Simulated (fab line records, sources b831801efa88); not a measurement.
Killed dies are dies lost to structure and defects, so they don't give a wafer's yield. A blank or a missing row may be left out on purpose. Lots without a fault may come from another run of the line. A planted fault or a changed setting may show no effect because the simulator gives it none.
fab line records | flow sky130
record lots=6 wafers=18 last_day=49
route steps=708 shown LOCAL_INTERCONNECT@390 CONTACT@406 PAD_OPEN@708
lots that met no fault: from a run of the same line without faults
start_h: hours from the record's first day to the start of the lot's first wafer shown | wait_h: hours since the lot's step before | " the same as in the row above | L1.1+2: a row that stands for several wafers | - no value, or no start given | * or withheld: withheld | < > ~ a bound
route shown NAME@n: a module of which the file shows steps, and the number in the route of the first | usual: mean/standard deviation of fault-free wafers | same: alike in all rows | chamber/n: place in a boat | sites: the reading at each site | _std_site: their standard deviation | _edge_site: outer sites' mean less inner sites' | radius_mm: how far each site lies from the wafer's centre | mask NAME#n: copy n | behind: the tool/chamber that last shaped the wafer | hold: why the lot was held/for how many hours/how that ended | device: the transistor (n, p or np) that didn't switch | end of line: the same wafers' tests at the end of the route | a step without rows: its recipe alone | killed: dies lost to structure and defects at the first sort, not the wafer's yield | map: a wafer's dies, x killed, . not, _ none there
set.NAME: the setting as run; set.NAME@STEP: as run at that earlier step | model.NAME: the simulator's own value behind a step, which no gauge read
lots at some steps of the route; a table a step, a row a wafer
services: from which hour (start_h, from the record's first day; less than 0 if before it) a tool's chamber was out of use, for how many hours, and why
## steps
# step SKY_LOCAL_INTERCONNECT_DEHYDRATE_03
# recipe temp_c=200 time_s=60
# step SKY_LOCAL_INTERCONNECT_HMDS_04
# recipe prime_time_s=60 prime_temp_c=120
# step SKY_LOCAL_INTERCONNECT_COAT_05
# recipe resist=BARC temp_c=withheld time_s=withheld spin_rpm=3000 resist_thk_nm=60
# step SKY_LOCAL_INTERCONNECT_COAT_06
# recipe resist=KrF-thick spin_rpm=3000 resist_thk_nm=450
# step SKY_LOCAL_INTERCONNECT_SOFTBAKE_07
# recipe temp_c=100 time_s=90 resist=KrF-thick
# step SKY_LOCAL_INTERCONNECT_EXPOSE_08
# recipe mask_id=LI1M na=0.8 source_shape=annular sigma_inner=0.55 sigma_outer=0.85 target_cd_nm=170 dose_mj=28
# step SKY_LOCAL_INTERCONNECT_PEB_09
# recipe peb_temp_c=withheld peb_time_s=withheld resist=KrF-thick
# step SKY_LOCAL_INTERCONNECT_DEVELOP_10
# recipe develop_time_s=60 resist=KrF-thick dev_temp_c=21
# step SKY_LOCAL_INTERCONNECT_CD_MEAS_11
# recipe target_cd_nm=170
# usual cd_nm=169.1/1.5
# columns lot.wafer tool chamber start_h wait_h cd_nm
L141.2 cd_sem-02 - 765.55 - 167.6
L141.5 " - " " 167.2
L141.6 " - " " 167.3
L142.2 cd_sem-02 - 780.85 - 169.0
L142.5 " - " " 167.2
L142.6 " - " " 167.3
L143.3 cd_sem-02 - 786.10 - 167.5
L143.4 " - " " 168.5
L143.6 " - " " 166.1
L148.1 cd_sem-02 - 818.66 - 169.1
L148.4 " - " " 169.9
L148.5 " - " " 168.5
L150.2 cd_sem-02 - 834.40 - 167.7
L150.4 " - " " 168.3
L150.5 " - " " 168.8
L153.1 cd_sem-02 - 855.43 - 171.3
L153.3 " - " " 170.8
L153.6 " - " " 170.3
# step SKY_LOCAL_INTERCONNECT_OVL_MEAS_12
# usual LOCAL_INTERCONNECT_OVL=-4/4.9
# columns lot.wafer tool chamber start_h wait_h LOCAL_INTERCONNECT_OVL[nm]
L141.2 overlay-02 - 765.66 0.1 -2
L141.5 " - " " -9
L141.6 " - " " -2
L142.2 overlay-02 - 780.95 0.1 -3
L142.5 " - " " -7
L142.6 " - " " -8
L143.3 overlay-02 - 786.19 0.1 -6
L143.4 " - " " -7
L143.6 " - " " -2
L148.1 overlay-02 - 818.78 0.1 -8
L148.4 " - " " -4
L148.5 " - " " -12
L150.2 overlay-01 - 834.51 0.1 -8
L150.4 " - " " -11
L150.5 " - " " -8
L153.1 overlay-01 - 855.55 0.1 -5
L153.3 " - " " -4
L153.6 " - " " -6
# step SKY_LOCAL_INTERCONNECT_ETCH_13
# recipe chemistry=N2/H2 target=BARC ion_energy_ev=200 bias_w=100 pressure_mtorr=30 n2_flow_sccm=100 h2_flow_sccm=200 icp_w=500 stop_on=SiO2 time_s=45.9 target_depth_a=600
# usual bias_w=100.0/0.3 drypump_motor_current_A=5.5/0.38 n2_flow_sccm=99.95/0.27 oes_product_au=0.855/0.0049 throttle_valve_pct=13.224/0.0093
# columns lot.wafer tool chamber start_h wait_h bias_w drypump_motor_current_A n2_flow_sccm oes_product_au rf_hours_counter_h throttle_valve_pct
L141.2 rie_metal-03 1 765.69 0.0 100.3 5.0 100.32 0.857 7 13.218
L141.5 " 0 " " 100.0 6.0 99.58 0.858 - 13.228
L141.6 " 1 " " 100.1 5.0 99.53 0.852 - 13.213
L142.2 rie_metal-04 1 780.98 0.0 99.8 5.2 99.86 0.866 9 13.221
L142.5 " 1 " " 99.3 5.2 99.86 0.855 - 13.215
L142.6 " 0 " " 100.2 5.9 100.26 0.856 - 13.213
L143.3 rie_metal-03 0 786.23 0.0 100.2 6.0 100.32 0.852 - 13.231
L143.4 " 1 " " 99.8 5.0 99.75 0.857 - 13.222
L143.6 " 1 " " 100.0 5.0 100.16 0.860 - 13.241
L148.1 rie_metal-03 1 818.81 0.0 99.9 5.0 99.97 0.851 8 13.229
L148.4 " 1 " " 100.5 5.0 100.07 0.860 - 13.228
L148.5 " 1 " " 100.5 5.0 100.06 0.853 - 13.230
L150.2 rie_metal-01 1 834.54 0.0 100.0 5.2 100.27 0.859 8 13.204
L150.4 " 0 " " 99.5 5.7 100.19 0.856 - 13.230
L150.5 " 0 " " 99.9 5.7 99.59 0.854 - 13.231
L153.1 rie_metal-03 1 855.59 0.0 99.6 5.0 99.53 0.852 10 13.230
L153.3 " 1 " " 100.0 5.0 99.73 0.856 - 13.229
L153.6 " 0 " " 100.1 6.0 100.03 0.850 - 13.226
# step SKY_LOCAL_INTERCONNECT_METAL_ETCH_14
# recipe target_depth_nm=110 stop_on=PSG chemistry=Cl2/BCl3 target=TiN resist_sidewall_deg=88 pressure_mtorr=10 icp_w=900 bias_w=48.5 Cl2_flow_sccm=60 bcl3_flow_sccm=30 time_s=31.4
# step SKY_LOCAL_INTERCONNECT_STRIP_15
# recipe chemistry=O2/N2 power_w=1400 pressure_mtorr=1500 platen_temp_c=withheld o2_flow_sccm=3000 n2_flow_sccm=300 overash_fraction=0.5
# usual drypump_motor_current_A=5.35/0.18 n2_flow_sccm=300.0/0.9 oes_product_au=0.427/0.0041 strip_time_to_endpoint_s=4.727/0.022
# columns lot.wafer tool chamber start_h wait_h drypump_motor_current_A n2_flow_sccm oes_product_au rf_hours_counter_h strip_time_to_endpoint_s
L141.2 plasma_asher-04 1 765.80 0.0 5.20 297.6 0.423 88 4.755
L141.5 " 0 " " 5.22 301.4 0.432 - 4.692
L141.6 " 1 " " 5.20 300.2 0.422 - 4.735
L142.2 plasma_asher-02 1 781.10 0.0 5.40 301.1 0.427 4 4.757
L142.5 " 1 " " 5.42 300.1 0.427 - 4.756
L142.6 " 0 " " 5.72 299.9 0.425 - 4.777
L143.3 plasma_asher-02 1 786.36 0.1 5.37 299.8 0.428 - 4.684
L143.4 " 0 " " 5.72 299.6 0.418 - 4.750
L143.6 " 0 " " 5.70 299.6 0.429 - 4.749
L148.1 plasma_asher-01 1 818.93 0.0 5.30 298.9 0.422 37 4.737
L148.4 " 0 " " 5.26 301.1 0.434 - 4.743
L148.5 " 0 " " 5.27 299.3 0.429 - 4.761
L150.2 plasma_asher-01 1 834.65 0.0 5.32 300.6 0.424 39 4.707
L150.4 " 0 " " 5.20 299.8 0.425 - 4.702
L150.5 " 0 " " 5.26 301.3 0.424 - 4.681
L153.1 plasma_asher-02 0 855.70 0.0 5.70 300.3 0.430 11 4.759
L153.3 " 0 " " 5.72 300.6 0.423 - 4.757
L153.6 " 1 " " 5.39 300.7 0.430 - 4.735
# step SKY_LOCAL_INTERCONNECT_STRIP_16
# recipe chemistry=post_etch_residue_remover time_s=1200 temp_c=72.5
# step SKY_LOCAL_INTERCONNECT_CLEAN_17
# recipe chemistry=IPA time_s=180 temp_c=25
# step SKY_LOCAL_INTERCONNECT_CLEAN_18
# recipe chemistry=O3/DIW dry=n2_spin
# step SKY_CONTACT_CVD_00
# recipe material=Si3N4 target_thk_nm=75 temp_c=400 time_s=withheld rf_w=450
# usual heater_power_w=734/71
# columns lot.wafer tool chamber start_h wait_h heater_power_w
L141.2 pecvd-01 0 766.39 0.0 780
L141.5 " 0 " " 795
L141.6 " 2 " " 678
L142.2 pecvd-03 0 781.76 0.0 789
L142.5 " 0 " " 811
L142.6 " 1 " " 572
L143.3 pecvd-01 0 786.92 0.0 675
L143.4 " 2 " " 678
L143.6 " 0 " " 693
L148.1 pecvd-03 0 819.52 0.0 859
L148.4 " 0 " " 845
L148.5 " 2 " " 743
L150.2 pecvd-02 1 835.26 0.0 779
L150.4 " 0 " " 734
L150.5 " 1 " " 819
L153.1 pecvd-03 0 856.38 0.0 872
L153.3 " 2 " " 674
L153.6 " 1 " " 639
# step SKY_CONTACT_THK_MEAS_01
# recipe reads=Si3N4_of_CONTACT_CVD_00
# usual CONTACT_CVD_00_THK=74.7/1
# columns lot.wafer tool chamber start_h wait_h CONTACT_CVD_00_THK[nm]
L141.2 film_metro-04 - 766.44 - 76.2
L141.5 " - " " 76.9
L141.6 " - " " 75.6
L142.2 film_metro-01 - 781.80 - 73.4
L142.5 " - " " 74.0
L142.6 " - " " 75.7
L143.3 film_metro-03 - 786.97 - 76.0
L143.4 " - " " 74.4
L143.6 " - " " 76.6
L148.1 film_metro-04 - 819.55 - 73.5
L148.4 " - " " 74.6
L148.5 " - " " 74.2
L150.2 film_metro-01 - 835.30 - 73.3
L150.4 " - " " 75.3
L150.5 " - " " 75.2
L153.1 film_metro-04 - 856.41 - 74.4
L153.3 " - " " 75.4
L153.6 " - " " 74.5
# step SKY_CONTACT_HDPCVD_02
# recipe material=SiO2 target_thk_nm=565 sigma_open_frac=0.3 time_s=94.2 temp_c=600 sih4_flow_sccm=60 pressure_mtorr=6
# step SKY_CONTACT_THK_MEAS_03
# recipe reads=SiO2_of_CONTACT_HDPCVD_02
# usual CONTACT_HDPCVD_THK=565/6.2
# columns lot.wafer tool chamber start_h wait_h CONTACT_HDPCVD_THK[nm]
L141.2 film_metro-03 - 766.57 0.0 570
L141.5 " - " " 567
L141.6 " - " " 555
L142.2 film_metro-03 - 781.93 0.0 566
L142.5 " - " " 559
L142.6 " - " " 574
L143.3 film_metro-03 - 787.10 0.1 572
L143.4 " - " " 560
L143.6 " - " " 569
L148.1 film_metro-01 - 819.68 0.0 570
L148.4 " - " " 583
L148.5 " - " " 569
L150.2 film_metro-03 - 835.43 0.0 571
L150.4 " - " " 574
L150.5 " - " " 559
L153.1 film_metro-01 - 856.54 0.0 571
L153.3 " - " " 562
L153.6 " - " " 564
# step SKY_CONTACT_CMP_04
# recipe material=SiO2 down_force_psi=4 platen_rpm=60 pad_velocity_m_s=0.94248
# usual motor_current_A=12.1/0.77 platen_rpm=60.00/0.042 slurry_flow_ml_min=150.0/0.45 time_to_endpoint_s=84/4.9
# columns lot.wafer tool chamber start_h wait_h motor_current_A platen_rpm slurry_flow_ml_min time_to_endpoint_s
L141.2 cmp-02 0 766.67 0.1 13.3 60.10 150.0 93
L141.5 " 3 " " 10.7 59.99 150.9 87
L141.6 " 0 " " 13.2 60.00 150.7 84
L142.2 cmp-02 0 782.03 0.1 12.9 60.09 150.0 83
L142.5 " 3 " " 10.9 60.00 150.2 79
L142.6 " 0 " " 13.4 60.02 150.1 88
L143.4 cmp-02 0 787.24 0.1 12.9 60.03 150.7 85
L143.3 " 1 " " 11.8 60.02 150.1 82
L143.6 " 3 " " 11.5 59.98 150.3 83
L148.1 cmp-01 3 819.74 0.1 11.7 59.99 149.6 89
L148.4 " 2 " " 11.7 60.02 150.8 93
L148.5 " 3 " " 12.2 60.02 149.7 87
L150.2 cmp-02 3 835.48 0.0 10.8 59.94 150.2 79
L150.4 " 1 " " 11.1 59.98 149.9 80
L150.5 " 0 " " 14.0 59.98 150.1 82
L153.3 cmp-01 2 856.60 0.0 12.0 59.94 149.2 85
L153.1 " 3 " " 11.8 59.99 149.8 93
L153.6 " 3 " " 11.8 59.98 150.0 88
# step SKY_CONTACT_BOW_MEAS_05
# recipe mode=bow
# usual CONTACT_BOW=80/7.2
# columns lot.wafer tool chamber start_h wait_h CONTACT_BOW[um]
L141.2 film_metro-04 - 766.94 0.2 75
L141.5 " - " " 86
L141.6 " - " " 79
L142.2 film_metro-04 - 782.30 0.2 90
L142.5 " - " " 82
L142.6 " - " " 84
L143.3 film_metro-01 - 787.48 0.1 85
L143.4 " - " " 83
L143.6 " - " " 84
L148.1 film_metro-03 - 820.04 0.2 87
L148.4 " - " " 83
L148.5 " - " " 81
L150.2 film_metro-04 - 835.80 0.3 84
L150.4 " - " " 71
L150.5 " - " " 75
L153.1 film_metro-04 - 856.90 0.2 81
L153.3 " - " " 81
L153.6 " - " " 65
# step SKY_CONTACT_DEHYDRATE_06
# recipe temp_c=200 time_s=60
# step SKY_CONTACT_HMDS_07
# recipe prime_time_s=60 prime_temp_c=120
# step SKY_CONTACT_COAT_08
# recipe resist=BARC temp_c=withheld time_s=withheld spin_rpm=3000 resist_thk_nm=60
# step SKY_CONTACT_COAT_09
# recipe resist=KrF-thick spin_rpm=3000 resist_thk_nm=450
# step SKY_CONTACT_SOFTBAKE_10
# recipe temp_c=100 time_s=90 resist=KrF-thick
# step SKY_CONTACT_EXPOSE_11
# recipe mask_id=CTM1 na=0.8 source_shape=annular sigma_inner=0.55 sigma_outer=0.85 target_cd_nm=170 dose_mj=38
# step SKY_CONTACT_PEB_12
# recipe peb_temp_c=withheld peb_time_s=withheld resist=KrF-thick
# step SKY_CONTACT_DEVELOP_13
# recipe develop_time_s=60 resist=KrF-thick dev_temp_c=21
# step SKY_CONTACT_CD_MEAS_14
# recipe target_cd_nm=170
# usual cd_nm=170.3/1.6
# columns lot.wafer tool chamber start_h wait_h cd_nm
L141.2 cd_sem-02 - 793.20 - 168.3
L141.5 " - " " 168.1
L141.6 " - " " 168.3
L142.2 cd_sem-02 - 809.10 - 169.5
L142.5 " - " " 171.2
L142.6 " - " " 171.0
L143.3 cd_sem-02 - 814.37 - 168.8
L143.4 " - " " 169.5
L143.6 " - " " 169.4
L148.1 cd_sem-02 - 846.36 - 170.5
L148.4 " - " " 169.5
L148.5 " - " " 169.4
L150.2 cd_sem-02 - 862.00 - 168.3
L150.4 " - " " 169.3
L150.5 " - " " 168.6
L153.1 cd_sem-01 - 882.58 - 171.4
L153.3 " - " " 171.1
L153.6 " - " " 171.9
# step SKY_CONTACT_OVL_MEAS_15
# usual CONTACT_OVL=-1/6.9
# columns lot.wafer tool chamber start_h wait_h CONTACT_OVL[nm]
L141.2 overlay-02 - 793.31 0.1 -7
L141.5 " - " " 3
L141.6 " - " " 0
L142.2 overlay-02 - 809.21 0.1 10
L142.5 " - " " 16
L142.6 " - " " 12
L143.3 overlay-01 - 814.46 0.1 8
L143.4 " - " " 16
L143.6 " - " " 3
L148.1 overlay-02 - 846.48 0.1 -4
L148.4 " - " " 0
L148.5 " - " " -3
L150.2 overlay-02 - 862.11 0.1 9
L150.4 " - " " 11
L150.5 " - " " 6
L153.1 overlay-02 - 882.70 0.1 -2
L153.3 " - " " -6
L153.6 " - " " -8
# step SKY_CONTACT_ETCH_16
# recipe chemistry=N2/H2 target=BARC ion_energy_ev=200 source_w=500 bias_w=100 pressure_mtorr=30 n2_flow_sccm=100 h2_flow_sccm=200 stop_on=SiO2 time_s=45.9 target_depth_a=600
# step SKY_CONTACT_ETCH_17
# recipe target=SiO2 chemistry=C4F8/O2/Ar stop_on=Si3N4 mask_material=KrF-thick source_w=1500 bias_w=1200 pressure_mtorr=40 c4f8_flow_sccm=withheld O2_flow_sccm=6 Ar_flow_sccm=300 time_s=withheld target_depth_a=3400
# step SKY_CONTACT_ETCH_18
# recipe target=Si3N4 chemistry=CHF3/O2 stop_on=TiN source_w=600 bias_w=200 pressure_mtorr=40 chf3_flow_sccm=50 O2_flow_sccm=5 time_s=39 target_depth_a=750
# usual bias_w=200.0/0.61 chf3_flow_sccm=49.99/0.15 drypump_motor_current_A=5.9/0.34 oes_product_au=0.853/0.0079 throttle_valve_pct=8.793/0.0087
# columns lot.wafer tool chamber start_h wait_h bias_w chf3_flow_sccm drypump_motor_current_A oes_product_au rf_hours_counter_h throttle_valve_pct
L141.2 rie_diel-02 0 - - 199.7 50.09 5.3 0.863 14 8.799
L141.5 " 0 " " 200.4 50.09 5.3 0.869 - 8.801
L141.6 " 3 " " 201.1 50.07 5.9 0.858 - 8.788
L142.2 rie_diel-01 2 - - 199.8 49.91 5.6 0.841 32 8.788
L142.5 " 0 " " 201.5 50.25 6.0 0.848 - 8.788
L142.6 " 2 " " 201.1 49.87 5.6 0.863 - 8.801
L143.3 rie_diel-02 3 - - 200.4 49.99 5.9 0.857 9 8.800
L143.4 " 2 " " 198.7 49.66 6.5 0.856 20 8.783
L143.6 " 1 " " 200.2 49.96 6.4 0.861 - 8.792
L148.1 rie_diel-02 3 - - 200.2 49.78 5.9 0.853 11 8.793
L148.4 " 2 " " 199.9 49.92 6.4 0.853 21 8.794
L148.5 " 2 " " 199.8 50.17 6.4 0.855 - 8.784
L150.2 rie_diel-02 1 - - 199.8 49.77 6.3 0.842 3 8.787
L150.4 " 2 " " 197.9 49.80 6.5 0.848 22 8.784
L150.5 " 1 " " 201.5 49.72 6.3 0.862 - 8.802
L153.1 rie_diel-01 3 - - 200.6 49.93 5.8 0.851 3 8.788
L153.3 " 0 " " 199.5 49.75 6.0 0.846 8 8.799
L153.6 " 2 " " 200.5 49.85 5.6 0.848 - 8.795
# step SKY_CONTACT_STRIP_19
# recipe chemistry=O2/N2 power_w=1400 pressure_mtorr=1500 platen_temp_c=withheld o2_flow_sccm=3000 n2_flow_sccm=300 overash_fraction=0.5
# step SKY_CONTACT_STRIP_20
# recipe chemistry=post_etch_residue_remover time_s=1200 temp_c=72.5
# step SKY_CONTACT_CLEAN_21
# recipe chemistry=IPA time_s=180 temp_c=25
# step SKY_CONTACT_CLEAN_22
# recipe chemistry=O3/DIW dry=n2_spin
# step SKY_CONTACT_SPUTTER_23
# recipe material=TiN target_thk_nm=20 chamber_pressure_pa=5 power_w=4000 time_s=80
# step SKY_CONTACT_CVD_24
# recipe material=W target_thk_nm=340 time_s=102.12 temp_c=400 pressure_torr=40
# usual heater_power_w=817/63
# columns lot.wafer tool chamber start_h wait_h heater_power_w
L141.2 cvd_w-02 1 794.63 0.1 824
L141.5 " 1 " " 848
L141.6 " 1 " " 849
L142.2 cvd_w-02 0 810.02 0.0 697
L142.5 " 1 " " 809
L142.6 " 0 " " 688
L143.3 cvd_w-02 0 815.34 0.1 691
L143.4 " 1 " " 843
L143.6 " 1 " " 832
L148.1 cvd_w-02 1 847.30 0.0 859
L148.4 " 0 " " 685
L148.5 " 0 " " 675
L150.2 cvd_w-02 1 862.95 0.0 852
L150.4 " 0 " " 705
L150.5 " 0 " " 690
L153.1 cvd_w-01 0 883.53 0.0 826
L153.3 " 0 " " 816
L153.6 " 1 " " 897
# step SKY_CONTACT_RS_MEAS_25
# recipe thk_meas_gauge=four-point-probe reads=W_of_CONTACT_CVD_24+TiN_of_CONTACT_SPUTTER_23
# usual CONTACT_W_RS=0.338/0.0048
# columns lot.wafer tool chamber start_h wait_h CONTACT_W_RS[ohm/sq]
L141.2 film_metro-01 - 794.83 0.2 0.334
L141.5 " - " " 0.338
L141.6 " - " " 0.338
L142.2 film_metro-03 - 810.15 0.1 0.340
L142.5 " - " " 0.337
L142.6 " - " " 0.340
L143.3 film_metro-03 - 815.45 0.1 0.340
L143.4 " - " " 0.335
L143.6 " - " " 0.337
L148.1 film_metro-03 - 847.41 0.1 0.335
L148.4 " - " " 0.335
L148.5 " - " " 0.336
L150.2 film_metro-03 - 863.08 0.1 0.335
L150.4 " - " " 0.330
L150.5 " - " " 0.333
L153.1 film_metro-01 - 883.64 0.1 0.341
L153.3 " - " " 0.340
L153.6 " - " " 0.344
# step SKY_PAD_OPEN_PROBE_99
# usual killed_at_M0_to_M3=45/7.2 killed_at_M4_up=3.0/1.8 killed_at_contacts=25/6.1 killed_at_front_end=14/4.4 killed_at_other=0.2/0.44 killed_dies=88/10 killed_open=48/7.4 killed_short=40/6.3
# same gross_dies=492 killed_at_back_side=0
# columns lot.wafer tool chamber start_h wait_h killed_at_M0_to_M3 killed_at_M4_up killed_at_contacts killed_at_front_end killed_at_other killed_dies killed_open killed_short
L141.2 prober-01 - 1122.69 0.1 31 4 20 15 0 70 36 34
L141.5 prober-01 - 1122.84 0.2 57 0 21 15 0 93 46 47
L141.6 prober-01 - 1122.89 0.2 51 7 20 24 1 103 58 45
L142.2 prober-02 - 1133.30 0.1 39 2 64 17 0 122 44 33
L142.5 prober-02 - 1133.45 0.2 34 2 73 9 0 118 37 37
L142.6 prober-02 - 1133.50 0.2 55 2 67 9 0 133 49 39
L143.3 prober-01 - 1137.38 0.2 48 1 62 16 0 127 49 31
L143.4 prober-01 - 1137.43 0.2 40 2 66 10 0 118 35 32
L143.6 prober-01 - 1137.53 0.2 47 8 74 15 0 144 53 47
L148.1 prober-02 - 1160.90 0.1 50 3 29 6 0 88 45 43
L148.4 prober-02 - 1161.05 0.2 46 1 22 14 0 83 43 40
L148.5 prober-02 - 1161.10 0.2 53 1 43 14 1 112 68 44
L150.2 prober-01 - 1171.70 0.1 51 6 25 14 0 96 53 43
L150.4 prober-01 - 1171.80 0.2 43 2 24 11 0 80 48 32
L150.5 prober-01 - 1171.85 0.2 57 0 22 17 0 96 56 40
L153.1 prober-02 - 1186.18 0.1 42 2 23 14 0 81 50 31
L153.3 prober-02 - 1186.28 0.2 46 4 17 14 1 82 48 34
L153.6 prober-02 - 1186.43 0.2 33 6 22 11 0 72 46 26
# killed by level:class
L141.2 VIA1:geometric_particle:open=9 FIELD_ISO:geometric_particle:short=6 CONTACT:geometric_particle:short=6 CONTACT:geometric_particle:open=6 POLY_GATE:geometric_particle:short=4 LI_CONTACT:geometric_particle:open=4 METAL2:geometric_particle:short=4 VIA2:geometric_particle:open=3
L141.5 VIA3:geometric_particle:open=12 LI_CONTACT:geometric_particle:open=9 VIA1:geometric_particle:open=9 METAL2:geometric_particle:short=8 VIA2:geometric_particle:open=7 METAL1:geometric_particle:short=7 VIA1:geometric_particle:short=6 CONTACT:geometric_particle:short=5
L141.6 VIA1:geometric_particle:open=17 VIA3:geometric_particle:open=10 METAL1:geometric_particle:short=6 POLY_GATE:geometric_particle:short=6 FIELD_ISO:geometric_particle:short=5 LI_CONTACT:geometric_particle:open=5 VIA1:geometric_particle:short=4 LOCAL_INTERCONNECT:geometric_particle:short=4
L142.2 LOCAL_INTERCONNECT:unspecified=45 VIA3:geometric_particle:open=9 CONTACT:geometric_particle:open=7 VIA1:geometric_particle:open=7 POLY_GATE:geometric_particle:open=6 CONTACT:geometric_particle:short=6 METAL1:geometric_particle:short=6 VIA2:geometric_particle:open=5
L142.5 LOCAL_INTERCONNECT:unspecified=44 CONTACT:geometric_particle:open=11 METAL1:geometric_particle:short=9 CONTACT:geometric_particle:short=6 LI_CONTACT:geometric_particle:open=5 VIA1:geometric_particle:open=5 VIA3:geometric_particle:open=5 LOCAL_INTERCONNECT:geometric_particle:short=4
L142.6 LOCAL_INTERCONNECT:unspecified=45 VIA2:geometric_particle:open=11 VIA1:geometric_particle:open=9 VIA3:geometric_particle:open=9 CONTACT:geometric_particle:short=6 METAL3:geometric_particle:short=6 VIA1:geometric_particle:short=6 LI_CONTACT:geometric_particle:open=5
L143.3 LOCAL_INTERCONNECT:unspecified=47 VIA1:geometric_particle:open=19 VIA1:geometric_particle:short=8 VIA3:geometric_particle:open=6 CONTACT:geometric_particle:open=6 METAL2:geometric_particle:short=5 LI_CONTACT:geometric_particle:open=4 POLY_GATE:geometric_particle:short=3
L143.4 LOCAL_INTERCONNECT:unspecified=51 VIA1:geometric_particle:open=10 VIA2:geometric_particle:open=7 METAL1:geometric_particle:short=6 LOCAL_INTERCONNECT:geometric_particle:short=5 CONTACT:geometric_particle:short=4 CONTACT:geometric_particle:open=4 VIA3:geometric_particle:open=4
L143.6 LOCAL_INTERCONNECT:unspecified=44 VIA1:geometric_particle:open=15 CONTACT:geometric_particle:open=12 VIA2:geometric_particle:open=8 POLY_GATE:geometric_particle:short=6 VIA1:geometric_particle:short=6 METAL4:geometric_particle:short=6 CONTACT:geometric_particle:short=5
L148.1 VIA1:geometric_particle:open=15 METAL1:geometric_particle:short=13 LI_CONTACT:geometric_particle:open=10 CONTACT:geometric_particle:open=9 CONTACT:geometric_particle:short=7 VIA1:geometric_particle:short=5 VIA2:geometric_particle:short=4 VIA3:geometric_particle:short=4
L148.4 VIA1:geometric_particle:open=16 VIA1:geometric_particle:short=6 VIA3:geometric_particle:open=6 LI_CONTACT:geometric_particle:short=5 LI_CONTACT:geometric_particle:open=5 LOCAL_INTERCONNECT:geometric_particle:short=5 CONTACT:geometric_particle:short=5 POLY_GATE:geometric_particle:open=4
L148.5 CONTACT:geometric_particle:open=21 VIA3:geometric_particle:open=13 METAL1:geometric_particle:short=9 CONTACT:geometric_particle:short=9 VIA1:geometric_particle:open=8 LI_CONTACT:geometric_particle:open=6 VIA2:geometric_particle:open=5 FIELD_ISO:geometric_particle:short=4
L150.2 VIA1:geometric_particle:open=12 CONTACT:geometric_particle:open=10 VIA1:geometric_particle:short=6 LOCAL_INTERCONNECT:geometric_particle:short=5 VIA2:geometric_particle:open=5 METAL1:geometric_particle:open=5 METAL2:geometric_particle:short=5 METAL3:geometric_particle:short=5
L150.4 VIA1:geometric_particle:open=11 CONTACT:geometric_particle:open=9 METAL2:geometric_particle:short=8 POLY_GATE:geometric_particle:open=5 CONTACT:geometric_particle:short=5 LI_CONTACT:geometric_particle:open=5 VIA2:geometric_particle:open=5 FIELD_ISO:geometric_particle:open=4
L150.5 VIA1:geometric_particle:open=12 CONTACT:geometric_particle:short=8 CONTACT:geometric_particle:open=7 VIA3:geometric_particle:open=7 VIA2:geometric_particle:open=7 VIA1:geometric_particle:short=6 VIA2:geometric_particle:short=6 FIELD_ISO:geometric_particle:open=5
L153.1 VIA3:geometric_particle:open=11 LI_CONTACT:geometric_particle:open=10 VIA1:geometric_particle:open=10 POLY_GATE:geometric_particle:short=6 CONTACT:geometric_particle:open=6 VIA2:geometric_particle:open=6 METAL2:geometric_particle:short=5 METAL1:geometric_particle:short=4
L153.3 VIA1:geometric_particle:open=10 VIA3:geometric_particle:open=10 VIA2:geometric_particle:open=8 FIELD_ISO:geometric_particle:short=6 CONTACT:geometric_particle:open=6 LI_CONTACT:geometric_particle:open=5 VIA1:geometric_particle:short=5 METAL1:geometric_particle:short=4
L153.6 CONTACT:geometric_particle:open=11 VIA3:geometric_particle:open=8 VIA1:geometric_particle:open=7 VIA2:geometric_particle:open=5 METAL1:geometric_particle:short=4 LI_CONTACT:geometric_particle:open=4 METAL4:geometric_particle:short=4 FIELD_ISO:geometric_particle:open=3
# map L142.6 (x killed, . not)
__________x.....xx.._________
________......x....xxx_______
______...x..x......x.x.._____
_____...x.......xx...xxx.____
____.x...........x.xxx.x..___
___...x....xx....xxxxxxxx..__
__..xx...x....x.xx.xxxxxxxxx_
_..................xxxxxxx...
_.x.x...x.xx......xxxxxxx.x.x
_..xx...........x.xxxxxxxxxx.
_....x...x....xx...xxxxxx....
_x...x...x...x...............
_......x.....x....x.........x
_.......x.x.............x....
_.....xx...x......x.......xx.
__.x..x....x..x.x........xx._
___...............x.x..xx.x__
____..........x...........___
_____.x...........xx.xx..____
______..........x......x_____
________.....x......x._______
__________.......x.._________
# map L143.6 (x killed, . not)
__________.x........_________
________......x.x...x._______
______........x.....x..._____
_____x.x..........x.x....____
____..x..x..........xx...x___
___...xx........xxxxxxx..x.__
__..x......x....x.xxxxxxxx.._
_xx........xxx.x.x.xxxxxxxxxx
_.x....x........xxxxxxxxxxxx.
_...........x....xxxxxxxxx...
_xx...xxx.x.xxx..xxxxxxxx..x.
_......x...xx....x..xxx...xx.
_x.................x....xx...
_.....xxx......x.....x.......
_.x......x..................x
__.x...x.....x.......xx...x._
___...x......x......x...x..__
____....x.x..xx.x........x___
_____.x...x....x...xx....____
______......x....xx....._____
________x.....xx...x.._______
__________.........._________
## services
# columns tool chamber start_h hours kind
cmp-01 - 744.21 4.0 pm
cvd_w-02 0 745.92 49.3 repair
rie_diel-02 2 747.14 8.9 repair
pecvd-01 - 747.80 0.5 repair
cvd_w-02 1 754.89 6.9 repair
cmp-02 - 757.66 2.5 repair
plasma_asher-01 - 758.28 3.2 repair
pecvd-03 - 778.71 2.8 repair
rie_diel-01 1 784.46 5.9 repair
rie_diel-01 - 792.20 2.8 pm
pecvd-01 1 792.31 8.6 repair
pecvd-03 - 796.93 1.7 repair
cmp-02 - 802.76 1.7 repair
cmp-01 - 808.03 2.9 repair
plasma_asher-02 - 812.97 2.8 pm
rie_diel-01 3 820.85 2.8 repair
pecvd-03 0 826.80 15.0 repair
cmp-02 - 828.17 1.4 repair
rie_diel-02 1 834.85 6.6 repair
rie_diel-02 2 843.31 2.1 repair
cmp-02 - 851.60 0.7 repair
pecvd-03 - 854.68 0.7 repair
pecvd-03 - 857.91 1.1 repair
cmp-02 - 858.47 3.0 repair
## key
first_sign step=SKY_PAD_OPEN_PROBE_99 reading=killed_at_contacts direction=up sigmas=6.9 usual=25 struck=68
effect step=SKY_PAD_OPEN_PROBE_99 reading=killed_dies direction=up sigmas=3.9 usual=88 struck=127
met_at SKY_LOCAL_INTERCONNECT_STRIP_15
struck_wafers L142.2,L142.5,L142.6,L143.3,L143.4,L143.6
tester_left_out L142,L143
fault kind=chamber_particle_source tool=plasma_asher-02 chamber=- onset_h=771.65 steps=SKY_LOCAL_INTERCONNECT_STRIP_15 rate_per_visit_cm2=0.49262 end_h=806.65
# tester_left_out: of these lots the tester's yield and bins aren't shown, on N5 and GAA mostly nor the transistor test; their killed dies are dies lost to structure and defects alone, not to doping, threshold or leakage, so they don't give the yield
